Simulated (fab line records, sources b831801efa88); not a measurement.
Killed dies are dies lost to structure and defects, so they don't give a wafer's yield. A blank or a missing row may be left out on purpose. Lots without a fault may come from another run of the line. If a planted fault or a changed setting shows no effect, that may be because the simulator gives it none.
Problem report in the 8D (eight disciplines) form, filled by code ; flow sky130 ; the parts of the form that need people (team, actions taken, sign-off) are left out

## 1. THE PROBLEM
Wafers free of any fault read 196.8 (standard deviation 1.8) for SONOS_TUNNEL_TW at SKY_SONOS_TUNNEL_TW_MEAS_12, against a mean of 179.9 on 2 wafers of 2 lots. That is -9.4 standard deviations from the usual mean.
First seen on wafer L343.4, day 16 01:09, on film-metro-04. The record has a number at this step for 37 wafers belonging to 13 lots. The rule behind "out" and "out of limits": a value lying over 4 standard deviations away from the usual mean. The other wafers with a number count as sound.

## 2. WHAT IT IS, WHAT IT ISN'T
question;is;is not
which readings at this step;SONOS_TUNNEL_TW;-
which lots;L343, L346;L329, L331, L332, L334, L335, L338, L340, L347, L348, L349, L352
which wafers of those lots;L343.4, L346.1;L343.6, L346.6
read on which gauges;film-metro-04;film-metro-02, film-metro-03
when;from day 16 01:09;"up to then (22 sound wafers); but 13 sound wafers of L346, L347, L348, L349, L352 came after"

## 3. THE SUSPECTS, EACH WITH WHAT RULES IT OUT
Counting: any tool at a process step up to the reading remains a suspect provided it ran every lot that is out. Sound lots after the first of them don't rule it out here, since some wafers of a struck lot are sound.
- the gauge at SKY_SONOS_TUNNEL_TW_MEAS_12: kept. All the wafers that are out were read on film-metro-04, and no step on other tools shows them out.
- implanter-03 at SKY_SONOS_TUNNEL_IMPLANT_09: kept. Every lot that is out went through it, the first being L343 (day 16 00:36); the last sound lot it ran before that was L338 (day 14 06:54).
After counting, implanter-03 at SKY_SONOS_TUNNEL_IMPLANT_09 and film-metro-04 at SKY_SONOS_TUNNEL_TW_MEAS_12 remain.

## 4. THE CAUSE (what the simulator had put in)
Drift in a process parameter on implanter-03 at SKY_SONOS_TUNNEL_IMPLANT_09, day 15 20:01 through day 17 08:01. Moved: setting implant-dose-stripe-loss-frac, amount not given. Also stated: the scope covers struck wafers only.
This tool is one of the 2 suspects left after counting.

## 5. SEQUENCE OF EFFECTS, ordered by route
One row per reading whose mean, taken over the struck wafers that have a number, lies over 3 standard deviations from the usual. Only readings whose record carries a usual standard deviation are examined. hours: median over the lots of the time between each lot's start at the first step of this table that gives one and its start at this step. sigmas: the change, counted in usual standard deviations.
hours;step;reading;usual;on struck wafers;change;sigmas
0;SKY_SONOS_TUNNEL_TW_MEAS_12;SONOS_TUNNEL_TW;196.8;179.9;-16.9;-9.4

## 6. WHAT WOULD HAVE CAUGHT IT SOONER
In this record the first reading out of limits at a measuring or inspecting step was taken at day 16 01:09, 5 hours after the fault began at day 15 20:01.
Of the lots that are out (2), L346 began SKY_SONOS_TUNNEL_IMPLANT_09 on implanter-03 after day 16 01:09. A tool hold placed at that time would have kept it from harm.
